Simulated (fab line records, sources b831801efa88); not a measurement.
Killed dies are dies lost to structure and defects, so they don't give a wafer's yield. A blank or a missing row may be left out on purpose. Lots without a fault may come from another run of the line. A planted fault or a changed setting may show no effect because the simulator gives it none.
One fault seen from 2 desks | flow gf180mcu | each desk has only its own numbers; what lay behind them comes last

THE METROLOGY DESK
What the gauges read, lot by lot, whatever tool the lot ran on: means of the sampled wafers that have a number. A lot is out of limits, marked OUT, if its mean lies more than 4 standard deviations from the usual mean; the brackets give that distance.
Columns: A = cd_nm at GF_V5_CD_MEAS_14, usual 259.9 nm; B = V5_OVL at GF_V5_OVL_MEAS_15, usual -3 nm
lot  | first seen here | A     | B
L523 | day 27 15:55    | 260.5 | -1
L529 | day 29 11:41    | 258.9 | -2
L535 | day 31 09:54    | 261.5 | -2
L536 | day 31 15:07    | 261.6 | 3
L537 | day 31 23:33    | 259.0 | -5
L540 | day 32 13:17    | 260.4 | 2
L541 | day 32 16:02    | 261.8 | 3
This desk's finding: nothing out of limits on any of the 7 lots.

THE TOOL OWNER'S DESK: pvd_sputter-03
The tool's own readings at GF_V5_SPUTTER_22 (material TiN, target thk 10 nm, time 40 s): means of the sampled wafers that have a number, for each lot that ran on this tool. A lot is out of limits, marked OUT, if its mean lies more than 4 standard deviations from the usual mean; the brackets give that distance.
Columns: A = cathode_dc_power_W at GF_V5_SPUTTER_22, usual 4000.0 W; B = throttle_valve_pct at GF_V5_SPUTTER_22, usual 30.0 %
lot  | first seen here | A                        | B
L523 | day 27 16:47    | 4000.8                   | 29.9
L535 | day 31 10:45    | 3845.7 (-99 or more) OUT | 30.4
L536 | day 31 16:03    | 3844.0 (-99 or more) OUT | 30.4
L537 | day 32 00:30    | 3843.9 (-99 or more) OUT | 30.6
This desk's finding: out of limits on L535, L536, L537; first on L535, day 31 10:45 (cathode_dc_power_W at GF_V5_SPUTTER_22). In limits: L523.

PUT TOGETHER
The tool owner's desk could have raised an alarm at day 31 10:45, on L535, L536, L537.
The metrology desk saw nothing out of limits.
The metrology desk has L535, L536, L537 on record, within its limits.
Of the lots named, all ran GF_V5_SPUTTER_22 on pvd_sputter-03.

WHAT THE SIMULATOR HAD PUT IN
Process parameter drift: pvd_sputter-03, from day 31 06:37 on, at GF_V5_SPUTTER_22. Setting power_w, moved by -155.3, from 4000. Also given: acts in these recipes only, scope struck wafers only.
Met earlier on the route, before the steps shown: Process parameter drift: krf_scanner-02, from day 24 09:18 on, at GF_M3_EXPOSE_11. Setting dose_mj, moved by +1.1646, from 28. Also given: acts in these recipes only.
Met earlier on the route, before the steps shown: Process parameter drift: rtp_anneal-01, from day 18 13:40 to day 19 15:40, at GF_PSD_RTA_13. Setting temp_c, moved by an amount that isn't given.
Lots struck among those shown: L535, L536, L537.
Hours from the fault's start to each desk's first reading out of limits: the tool owner's desk, 4.
